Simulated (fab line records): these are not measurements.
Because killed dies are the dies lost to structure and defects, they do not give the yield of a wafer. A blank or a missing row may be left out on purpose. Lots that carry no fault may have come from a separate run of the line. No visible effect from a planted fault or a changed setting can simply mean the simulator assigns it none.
Problem report in the 8D (eight disciplines) form, filled by code || flow gf180mcu || the parts of the form that need people (team, actions taken, sign-off) are left out

1. THE ISSUE
Wafers without a fault read 1494 W, standard deviation 4.7; rf-fwd-power-W at GF_CONTACT_ETCH_17 reads a mean of 1255 W on 6 wafers belonging to 2 lots. That puts it -51 standard deviations away from the usual mean.
The step: etches SiO2 in C4F8/O2/Ar, stops on CoSi2, target depth 860 nm.
Seen first at day 20 22:00 on rie-diel-02, wafer L928.1. Wafers with a number at this step in the record: 42, from 14 lots. The rule behind "out" and "out of limits": a value lying over 4 standard deviations away from the usual mean. The rest of the wafers with a number are treated as sound.

2. WHAT IT IS; WHAT IT IS NOT
{"question": "which readings at this step", "is": "rf-fwd-power-W", "is not": "-"}
{"question": "which lots", "is": "L928, L929", "is not": "L916, L917, L918, L920, L931, L932, L933, L934, L936, L937, L938, L939"}
{"question": "which wafers of those lots", "is": "all that have a number", "is not": "-"}
{"question": "read on which tools", "is": "rie-diel-02", "is not": "rie-diel-01, rie-diel-03"}
{"question": "when", "is": "from day 20 22:00", "is not": "up to then (12 sound wafers); but 24 sound wafers of L931, L932, L933, L934, L936, L937, L938, L939 came after"}

3. SUSPECTS, AND WHAT RULES EACH OUT
Counting: a tool at a process step up to the reading stays a suspect if it ran every lot that is out and no sound lot after the first of them.
- rie-diel-02 at GF_CONTACT_ETCH_17 (etches SiO2 in C4F8/O2/Ar, stops on CoSi2, target depth 860 nm): ruled out as a lasting fault. Sound lots L938, L939 ran on it after its first lot that is out, L928 (day 20 22:00).
Left after counting: nothing in the record.

4. THE CAUSE (what the simulator had put in)
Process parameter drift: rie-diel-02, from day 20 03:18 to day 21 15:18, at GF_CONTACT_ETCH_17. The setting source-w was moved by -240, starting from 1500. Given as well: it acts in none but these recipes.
Counting ruled it out, wrongly.

5. SEQUENCE OF EFFECTS, ordered by route
Each row: a reading where the mean over the struck wafers with a number is more than 3 standard deviations away from the usual. Only readings for which the record gives a usual standard deviation are gone through. hours: the time from each lot's start at the first step in this table that gives one to its start at this step, as a median over the lots. sigmas: the change in usual standard deviations.
{"hours": 0, "step": "GF_CONTACT_ETCH_17", "reading": "rf-fwd-power-W", "usual": "1494 W", "on struck wafers": 1255, "change": -239, "sigmas": -51}
It contains these process steps:
- GF_CONTACT_ETCH_17: etches SiO2 in C4F8/O2/Ar, stops on CoSi2, target depth 860 nm.
At these later measuring or inspecting steps, every struck wafer for which the step has a row has a number for every such reading, and none has moved that far: GF_M1_THK_MEAS_06, GF_V3_THK_MEAS_01.

6. WHAT WOULD HAVE CAUGHT IT SOONER
First out-of-limits reading in this record: day 20 22:00, which is 19 hours after fault onset at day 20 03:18.
